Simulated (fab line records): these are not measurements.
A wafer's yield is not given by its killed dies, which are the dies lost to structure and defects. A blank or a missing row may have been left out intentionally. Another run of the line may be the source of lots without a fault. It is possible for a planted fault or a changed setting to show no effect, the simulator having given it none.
fab line records	flow sky130
record lots=13	wafers=38	last-day=50
route steps=708 shown POLY_GATE@218 LDD_P@265 LDD_HVP@282 PAD_OPEN@708
lots that met no fault: from a run of the same line without faults
start-h: the number of hours between the record's first day and the start of the first shown wafer of the lot	wait-h: how many hours have passed since the lot's step before this one	" same as the row above	L1.1+2: a single row standing in for several wafers	- either no value or no given start	* or withheld: withheld	< > ~ a bound
route shown NAME@n: NAME is a module with steps in the file, n the number in the route of the first one	usual: mean/standard deviation of fault-free wafers	same: alike in all rows	chamber/n: place in a boat	sites: readings site by site	_std_site: standard deviation of those values	_edge_site: outer sites' mean less inner sites'	radius-mm: how far each site lies from the wafer's centre	mask NAME#n: copy n	behind: tool/chamber where the wafer was last shaped	hold: the reason the lot was held/the length of the hold in hours/how it ended	device: transistor that didn't switch, given as n, p or np	end of line: the tests these same wafers got at the end of their route	for a step that has no rows: nothing shown but its recipe	killed: dies lost to structure and defects at the first sort, not the wafer's yield	map: per-die view of a wafer (x killed, . not killed, _ where there is no die)
set.NAME: the run value of the setting; set.NAME@STEP: its run value at that earlier step	model.NAME: the simulator's own value behind a step, which no gauge read
the route's steps for a sample of lots (tables are steps, rows are wafers)
services: the hour from which a tool's chamber was out of use, counted from the record's first day as start-h (under 0 if before that day), plus the number of hours and why
## steps
# step SKY_POLY_GATE_THK_MEAS_04
# recipe reads=Si3N4_of_POLY_GATE_CVD_03
# usual POLY_GATE_CVD_03_THK=75.0/0.76
lot.wafer	tool	chamber	start-h	wait-h	POLY_GATE_CVD_03_THK[nm]
L394.4	film-metro-04	-	360.40	0.0	75.5
L394.5	"	-	"	"	75.6
L394.6	"	-	"	"	75.4
L393.1	film-metro-04	-	362.78	0.0	76.0
L393.5	"	-	"	"	75.5
L393.6	"	-	"	"	75.7
L392.2	film-metro-02	-	365.96	0.0	75.9
L392.3	"	-	"	"	75.8
L392.4	"	-	"	"	75.5
L396.1	film-metro-03	-	374.97	0.0	74.7
L396.2	"	-	"	"	75.2
L396.3	"	-	"	"	75.2
L397.1	film-metro-04	-	385.78	0.0	73.5
L397.3	"	-	"	"	73.2
L397.6	"	-	"	"	73.6
L398.3	film-metro-04	-	393.39	0.0	74.8
L398.4	"	-	"	"	74.8
L398.6	"	-	"	"	74.6
L400.1	film-metro-02	-	415.51	0.0	74.9
L400.4	"	-	"	"	75.5
L400.5	"	-	"	"	74.9
L407.1	film-metro-02	-	475.63	0.0	73.8
L407.3	"	-	"	"	74.4
L407.4	"	-	"	"	74.3
L411.1	film-metro-04	-	529.86	0.0	75.2
L411.3	"	-	"	"	75.5
L411.5	"	-	"	"	75.2
L410.2	film-metro-03	-	531.23	0.0	75.5
L410.5	"	-	"	"	76.2
L412.2	film-metro-04	-	531.23	0.0	75.2
L412.4	"	-	"	"	75.1
L412.6	"	-	"	"	75.2
L414.1	film-metro-02	-	531.28	0.1	73.5
L414.4	"	-	"	"	74.1
L414.5	"	-	"	"	74.2
L415.1	film-metro-04	-	543.26	0.0	76.0
L415.2	"	-	"	"	75.7
L415.4	"	-	"	"	75.7
# step SKY_LDD_P_STRIP_10
# recipe chemistry=O2/N2	power-w=1400	pressure-mtorr=1500	platen-temp-c=withheld	o2-flow-sccm=3000	n2-flow-sccm=300	overash-fraction=0.5
# usual drypump-motor-current-A=5.9/0.42	oes-product-au=0.715/0.0044	strip-time-to-endpoint-s=14.21/0.038
lot.wafer	tool	chamber	start-h	wait-h	drypump-motor-current-A	oes-product-au	rf-hours-counter-h	strip-time-to-endpoint-s
L394.4	plasma-asher-03	1	454.25	0.1	5.1	0.712	-	14.23
L394.5	"	0	"	"	6.1	0.709	-	14.22
L394.6	"	1	"	"	5.1	0.713	-	14.20
L393.1	plasma-asher-04	1	457.62	0.1	6.1	0.714	76	14.12
L393.5	"	1	"	"	6.1	0.718	-	14.16
L393.6	"	0	"	"	5.8	0.716	-	14.14
L392.2	plasma-asher-01	1	459.93	0.1	5.5	0.717	33	14.28
L392.3	"	0	"	"	6.6	0.710	-	14.30
L392.4	"	1	"	"	5.5	0.713	-	14.27
L396.1	plasma-asher-01	0	470.38	0.1	6.6	0.720	35	14.20
L396.2	"	1	"	"	5.4	0.717	35	14.23
L396.3	"	0	"	"	6.6	0.722	-	14.22
L397.1	plasma-asher-04	0	481.68	0.1	5.7	0.721	79	14.28
L397.3	"	1	"	"	6.1	0.722	-	14.23
L397.6	"	0	"	"	5.8	0.721	-	14.19
L398.3	plasma-asher-04	0	488.51	0.1	5.8	0.708	-	14.24
L398.4	"	1	"	"	6.1	0.715	-	14.18
L398.6	"	0	"	"	5.8	0.718	-	14.21
L400.1	plasma-asher-04	0	512.48	0.1	5.8	0.716	82	14.24
L400.4	"	1	"	"	6.1	0.710	-	14.25
L400.5	"	0	"	"	5.7	0.716	-	14.20
L407.1	plasma-asher-01	1	570.03	0.1	5.5	0.710	46	14.20
L407.3	"	0	"	"	6.6	0.717	-	14.24
L407.4	"	1	"	"	5.5	0.724	-	14.22
L411.1	plasma-asher-04	1	621.63	0.1	6.1	0.714	94	14.20
L411.3	"	1	"	"	6.1	0.721	-	14.17
L411.5	"	0	"	"	5.8	0.723	-	14.22
L412.2	plasma-asher-01	0	622.67	0.1	6.6	0.714	52	14.22
L412.4	"	1	"	"	5.5	0.720	-	14.21
L412.6	"	0	"	"	6.6	0.712	-	14.22
L410.2	plasma-asher-04	0	624.08	0.1	5.8	0.723	95	14.18
L410.5	"	0	"	"	5.8	0.716	-	14.23
L414.1	plasma-asher-03	0	624.23	0.1	6.1	0.716	79	14.15
L414.4	"	1	"	"	5.1	0.715	-	14.19
L414.5	"	1	"	"	5.1	0.715	-	14.16
L415.1	plasma-asher-04	0	637.12	0.1	5.8	0.712	97	14.16
L415.2	"	1	"	"	6.1	0.716	97	14.20
L415.4	"	0	"	"	5.8	0.716	-	14.19
# step SKY_LDD_P_TW_MEAS_11
# usual LDD_P_TW=636/7.1
lot.wafer	tool	chamber	start-h	wait-h	LDD_P_TW
L394.4	film-metro-04	-	454.35	0.1	635
L394.5	"	-	"	"	635
L394.6	"	-	"	"	630
L393.1	film-metro-04	-	457.72	0.1	625
L393.5	"	-	"	"	629
L393.6	"	-	"	"	626
L392.2	film-metro-01	-	460.04	0.1	642
L392.3	"	-	"	"	647
L392.4	"	-	"	"	641
L396.1	film-metro-04	-	470.48	0.1	628
L396.2	"	-	"	"	631
L396.3	"	-	"	"	624
L397.1	film-metro-03	-	481.78	0.1	638
L397.3	"	-	"	"	642
L397.6	"	-	"	"	640
L398.3	film-metro-04	-	488.60	0.1	627
L398.4	"	-	"	"	624
L398.6	"	-	"	"	625
L400.1	film-metro-01	-	512.58	0.1	644
L400.4	"	-	"	"	644
L400.5	"	-	"	"	645
L407.1	film-metro-01	-	570.13	0.1	645
L407.3	"	-	"	"	640
L407.4	"	-	"	"	640
L411.1	film-metro-01	-	621.73	0.1	642
L411.3	"	-	"	"	643
L411.5	"	-	"	"	642
L412.2	film-metro-03	-	622.78	0.1	634
L412.4	"	-	"	"	633
L412.6	"	-	"	"	634
L410.2	film-metro-04	-	624.19	0.1	634
L410.5	"	-	"	"	630
L414.1	film-metro-03	-	624.33	0.1	641
L414.4	"	-	"	"	637
L414.5	"	-	"	"	638
L415.1	film-metro-03	-	637.22	0.1	635
L415.2	"	-	"	"	638
L415.4	"	-	"	"	636
# step SKY_LDD_HVP_EXPOSE_04
# recipe mask-id=HVPTM	na=0.6	source-shape=conventional	sigma-outer=0.6	polarization=unpolarized	target-cd-nm=700	dose-mj=86
# usual reticle-temp-C=23.00/0.11
lot.wafer	tool	chamber	start-h	wait-h	mask	reticle-temp-C
L394.4	iline-stepper-02	0	500.68	-	HVPTM#0	22.87
L394.5	"	0	"	"	HVPTM#0	22.98
L394.6	"	0	"	"	HVPTM#0	23.02
L393.1	iline-stepper-01	0	503.74	-	HVPTM#0	23.09
L393.5	"	0	"	"	HVPTM#0	23.13
L393.6	"	0	"	"	HVPTM#0	23.05
L392.2	iline-stepper-02	0	505.66	-	HVPTM#0	22.99
L392.3	"	0	"	"	HVPTM#0	23.02
L392.4	"	0	"	"	HVPTM#0	23.23
L396.1	iline-stepper-02	0	518.15	-	HVPTM#0	22.86
L396.2	"	0	"	"	HVPTM#0	23.01
L396.3	"	0	"	"	HVPTM#0	22.92
L397.1	iline-stepper-02	0	528.21	-	HVPTM#0	23.01
L397.3	"	0	"	"	HVPTM#0	23.03
L397.6	"	0	"	"	HVPTM#0	23.09
L398.3	iline-stepper-01	0	534.64	-	HVPTM#0	22.83
L398.4	"	0	"	"	HVPTM#0	22.79
L398.6	"	0	"	"	HVPTM#0	22.79
L400.1	iline-stepper-02	0	558.21	-	HVPTM#0	23.01
L400.4	"	0	"	"	HVPTM#0	23.12
L400.5	"	0	"	"	HVPTM#0	23.20
L407.1	iline-stepper-01	0	614.94	-	HVPTM_R1#0	22.83
L407.3	"	0	"	"	HVPTM_R1#0	23.03
L407.4	"	0	"	"	HVPTM_R1#0	23.00
L411.1	iline-stepper-01	0	665.24	-	HVPTM#0	22.99
L411.3	"	0	"	"	HVPTM#0	23.02
L411.5	"	0	"	"	HVPTM#0	22.85
L412.2	iline-stepper-01	0	665.82	-	HVPTM#0	22.92
L412.4	"	0	"	"	HVPTM#0	23.08
L412.6	"	0	"	"	HVPTM#0	23.11
L410.2	iline-stepper-01	0	667.63	-	HVPTM#0	23.04
L410.5	"	0	"	"	HVPTM#0	23.18
L414.1	iline-stepper-01	0	667.78	-	HVPTM#0	22.85
L414.4	"	0	"	"	HVPTM#0	22.89
L414.5	"	0	"	"	HVPTM#0	22.87
L415.1	iline-stepper-01	0	679.90	-	HVPTM#0	23.01
L415.2	"	0	"	"	HVPTM#0	22.81
L415.4	"	0	"	"	HVPTM#0	22.94
# step SKY_PAD_OPEN_PROBE_99
# usual killed_at_M0_to_M3=44/6.9	killed_at_M4_up=3.3/2	killed-at-contacts=25/5.4	killed-at-front-end=16/4.6	killed-at-other=0.2/0.51	killed-dies=88/8.9	killed-on-rim=17/3.6	killed-open=48/6.8	killed-short=39/5.8
# same gross-dies=492	killed-at-back-side=0
lot.wafer	tool	chamber	start-h	wait-h	killed_at_M0_to_M3	killed_at_M4_up	killed-at-contacts	killed-at-front-end	killed-at-other	killed-dies	killed-on-rim	killed-open	killed-short
L407.1	prober-01	-	1163.39	0.1	43	3	24	342	0	412	76	49	44
L407.3	prober-01	-	1163.49	0.2	46	3	20	331	1	401	73	44	48
L407.4	prober-01	-	1163.54	0.2	40	1	12	340	0	393	79	35	34
L411.1	prober-01	-	1192.35	0.1	40	2	21	17	1	81	13	37	42
L411.3	prober-01	-	1192.45	0.2	53	4	28	20	1	106	26	62	41
L411.5	prober-01	-	1192.55	0.2	49	1	19	18	2	89	20	44	43
L410.2	prober-02	-	1199.83	0.1	36	2	24	32	0	94	28	55	39
L410.5	prober-02	-	1199.98	0.2	37	3	21	18	1	80	14	46	33
# killed by level:class
L407.1 LDD_HVP:area-expose=319 VIA1:geometric-particle:open=12 POLY_GATE:geometric-particle:short=10 VIA3:geometric-particle:open=8 CONTACT:geometric-particle:open=7 VIA2:geometric-particle:open=7 LI_CONTACT:geometric-particle:open=6 FIELD_ISO:geometric-particle:open=5
L407.3 LDD_HVP:area-expose=309 VIA1:geometric-particle:open=11 POLY_GATE:geometric-particle:short=10 VIA2:geometric-particle:open=10 CONTACT:geometric-particle:short=6 CONTACT:geometric-particle:open=5 METAL2:geometric-particle:short=5 LOCAL_INTERCONNECT:geometric-particle:short=4
L407.4 LDD_HVP:area-expose=324 VIA1:geometric-particle:open=11 METAL2:geometric-particle:short=6 FIELD_ISO:geometric-particle:short=5 CONTACT:geometric-particle:open=5 METAL1:geometric-particle:short=5 FIELD_ISO:geometric-particle:open=4 LI_CONTACT:geometric-particle:open=4
L411.1 VIA3:geometric-particle:open=7 LI_CONTACT:geometric-particle:open=6 VIA2:geometric-particle:open=6 METAL2:geometric-particle:short=6 LOCAL_INTERCONNECT:geometric-particle:short=5 VIA1:geometric-particle:open=5 VIA1:geometric-particle:short=5 FIELD_ISO:geometric-particle:open=4
L411.3 VIA1:geometric-particle:open=17 LI_CONTACT:geometric-particle:open=10 VIA3:geometric-particle:open=8 POLY_GATE:geometric-particle:open=7 CONTACT:geometric-particle:open=7 METAL1:geometric-particle:short=7 LOCAL_INTERCONNECT:geometric-particle:short=5 CONTACT:geometric-particle:short=5
L411.5 VIA1:geometric-particle:open=9 VIA3:geometric-particle:open=9 CONTACT:geometric-particle:open=6 METAL2:geometric-particle:short=6 METAL1:geometric-particle:short=6 VIA1:geometric-particle:short=6 FIELD_ISO:geometric-particle:short=4 POLY_GATE:geometric-particle:short=4
L410.2 FIELD_ISO:geometric-particle:open=10 VIA1:geometric-particle:open=9 LI_CONTACT:geometric-particle:open=8 FIELD_ISO:geometric-particle:short=7 VIA3:geometric-particle:open=7 POLY_GATE:geometric-particle:open=6 CONTACT:geometric-particle:open=6 POLY_GATE:geometric-particle:short=5
L410.5 VIA1:geometric-particle:open=10 LI_CONTACT:geometric-particle:open=8 VIA2:geometric-particle:open=8 VIA1:geometric-particle:short=7 CONTACT:geometric-particle:open=7 POLY_GATE:geometric-particle:short=5 VIA3:geometric-particle:open=5 FIELD_ISO:geometric-particle:open=4
## services
tool	chamber	start-h	hours	kind
iline-stepper-02	-	477.56	4.2	repair
iline-stepper-02	0	483.12	-	calibration
iline-stepper-01	0	489.81	-	calibration
plasma-asher-03	-	510.24	28.1	pm
iline-stepper-02	-	539.43	8.4	repair
plasma-asher-03	-	542.06	0.7	repair
iline-stepper-01	-	561.48	3.4	repair
iline-stepper-01	-	568.33	1.7	pm
plasma-asher-03	-	586.73	3.1	repair
plasma-asher-03	-	629.14	1.8	repair
plasma-asher-03	-	654.65	7.1	repair
iline-stepper-02	-	661.69	14.0	repair
## key
first-sign step=SKY_LDD_HVP_EXPOSE_04	reading=mask	direction=changed
effect step=SKY_PAD_OPEN_PROBE_99	reading=killed-at-front-end	direction=up	sigmas=70	usual=16	struck=338
more-kills-born-at SKY_LDD_HVP_EXPOSE_04@iline-stepper-01=952
met-at SKY_LDD_HVP_EXPOSE_04
struck-lots L407
tester-left-out L407
not-acting-at SKY_POLY_GATE_THK_MEAS_04,SKY_LDD_P_STRIP_10,SKY_LDD_P_TW_MEAS_11
onset-between 534.64 614.94
fault kind=wrong-mask	tool=any	chamber=-	onset-h=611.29	steps=SKY_LDD_HVP_EXPOSE_04	aux-copy=HVPTM_R1#0	cd-offset-nm=-140	scope=struck-lots-only
# tester-left-out: of these lots the tester's yield and bins aren't shown, on N5 and GAA mostly nor the transistor test; their killed dies are dies lost to structure and defects alone, not to doping, threshold or leakage, so they don't give the yield
